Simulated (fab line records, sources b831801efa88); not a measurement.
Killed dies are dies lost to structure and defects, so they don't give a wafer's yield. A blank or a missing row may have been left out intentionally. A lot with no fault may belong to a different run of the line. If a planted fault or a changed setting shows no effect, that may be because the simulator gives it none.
What tool caused it? :: flow sky130 :: at 1 step of a route of 708, 12 lots with 36 wafers sampled

## WHAT THE GAUGES READ, wafer by wafer
SKY_VIA2_THK_MEAS_23: measures by xrf.
lot: L075
measured: day 36 06:42
on: film_metro-04
VIA2_W_THK (nm): 426 417 423

lot: L077
measured: day 37 04:15
on: film_metro-04
VIA2_W_THK (nm): 416 427 413

lot: L079
measured: day 38 09:09
on: film_metro-02
VIA2_W_THK (nm): 414 411 416

lot: L081
measured: day 38 12:00
on: film_metro-02
VIA2_W_THK (nm): 420 419 418

lot: L083
measured: day 39 04:16
on: film_metro-03
VIA2_W_THK (nm): 421 427 427

lot: L085
measured: day 39 14:12
on: film_metro-04
VIA2_W_THK (nm): 423 415 425

lot: L087
measured: day 40 07:13
on: film_metro-03
VIA2_W_THK (nm): 428 423 428

lot: L089
measured: day 40 20:10
on: film_metro-03
VIA2_W_THK (nm): 417 426 428

lot: L091
measured: day 41 14:55
on: film_metro-03
VIA2_W_THK (nm): 419 417 414

lot: L093
measured: day 42 09:15
on: film_metro-04
VIA2_W_THK (nm): 418 417 424

lot: L094
measured: day 42 13:14
on: film_metro-03
VIA2_W_THK (nm): 415 420 425

lot: L097
measured: day 43 01:16
on: film_metro-02
VIA2_W_THK (nm): 410 412 411

## WHAT TOOL EACH LOT RAN ON (gives the tool, then ch and the chambers of the sampled wafers, and finally the start)
No process step before these readings appears in the record.

## THE ANSWER, worked out from the rows above alone
Rule: usual is defined by the lots themselves. Put in order of their means at a reading, lots are off if they are a third of the lots or fewer, leave a main group of 4 or more, and stand apart from it by a gap of 3 or more times the standard deviation of the main group's means; of several such gaps the widest counts. Not used: any main group whose means are identical at the precision the tables above print for the reading. A lot without any number at a reading at which 4 lots or more have one is off too. Any other lot the step has rows for is counted as sound.
No lot is off on any of the readings shown, so nothing can be concluded from this.

## WHAT THE SIMULATOR HAD PUT IN
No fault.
